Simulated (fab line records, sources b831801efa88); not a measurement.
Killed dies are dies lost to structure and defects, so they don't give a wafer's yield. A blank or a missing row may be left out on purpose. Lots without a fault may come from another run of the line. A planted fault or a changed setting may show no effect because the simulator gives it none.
One fault seen from 2 desks | flow sfq_line | each desk has only its own numbers; what lay behind them comes last

THE METROLOGY DESK
What the gauges read, lot by lot, whatever tool the lot ran on: means of the sampled wafers that have a number. A lot is out of limits, marked OUT, if its mean lies more than 4 standard deviations from the usual mean; the brackets give that distance.
Columns: A = L0_MONX_KI_THK at SFQ_L0_THK_MEAS_902, usual 40.1 nm; B = I0_BOW at SFQ_I0_BOW_MEAS_907, usual 1 um; C = M1_NB_RS at SFQ_M1_RS_MEAS_909, usual 0.891 ohm/sq; D = M2_OVL at SFQ_M2_OVL_MEAS_916, usual -4 nm
lot  | first seen here | A    | B  | C               | D
L511 | day 1 12:41     | 40.4 | 7  | 0.894           | -9
L512 | day 1 17:41     | 40.2 | 5  | 0.876           | -2
L514 | day 2 03:41     | 39.9 | -2 | 0.895           | -9
L515 | day 2 08:41     | 40.2 | 5  | 0.886           | 7
L516 | day 2 13:42     | 39.6 | -3 | 0.900           | -6
L518 | day 2 23:41     | 40.3 | -1 | 0.898           | -9
L519 | day 3 04:41     | 40.4 | 7  | 0.889           | -2
L521 | day 3 14:42     | 40.4 | 8  | 0.901           | -1
L522 | day 3 19:41     | 40.0 | -8 | 0.876           | -12
L523 | day 4 00:41     | 40.4 | -3 | 0.887           | -12
L528 | day 5 01:41     | 39.2 | -1 | 0.906           | -7
L533 | day 6 02:42     | 40.1 | 8  | 0.747 (-15) OUT | 0
L534 | day 6 07:41     | 39.7 | 0  | 0.906           | 1
This desk's finding: out of limits on L533; first on L533, day 16 23:20 (M1_NB_RS at SFQ_M1_RS_MEAS_909). In limits: L511, L512, L514, L515, L516, L518, L519, L521, L522, L523, L528, L534.

THE TOOL OWNER'S DESK: pvd_sputter-03
The tool's own readings at SFQ_TRILAYER_M1_DEP_SPUTTER_037 (material Nb, target thk 200 nm, time 133.3 s): means of the sampled wafers that have a number, for each lot that ran on this tool. A lot is out of limits, marked OUT, if its mean lies more than 4 standard deviations from the usual mean; the brackets give that distance.
Columns: A = resputter_cathode_voltage_v at SFQ_TRILAYER_M1_DEP_SPUTTER_037, usual 401 V; B = throttle_valve_pct at SFQ_TRILAYER_M1_DEP_SPUTTER_037, usual 30.0 %
lot  | first seen here | A   | B
L516 | day 12 06:56    | 402 | 30.3
L518 | day 12 15:20    | 397 | 30.8
L519 | day 12 20:09    | 400 | 29.0
L522 | day 13 12:56    | 406 | 30.7
L533 | day 16 23:12    | 399 | 28.3
This desk's finding: nothing out of limits on any of the 5 lots.

PUT TOGETHER
The metrology desk could have raised an alarm at day 16 23:20, on L533.
The tool owner's desk saw nothing out of limits.
The tool owner's desk has L533 on record, within its limits.
Of the lots named, all ran SFQ_TRILAYER_M1_DEP_SPUTTER_037 on pvd_sputter-03.

WHAT THE SIMULATOR HAD PUT IN
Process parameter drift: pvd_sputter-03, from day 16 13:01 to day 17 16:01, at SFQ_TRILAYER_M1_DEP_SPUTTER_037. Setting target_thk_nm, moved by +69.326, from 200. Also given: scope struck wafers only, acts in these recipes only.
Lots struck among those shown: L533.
Hours from the fault's start to each desk's first reading out of limits: the metrology desk, 10.
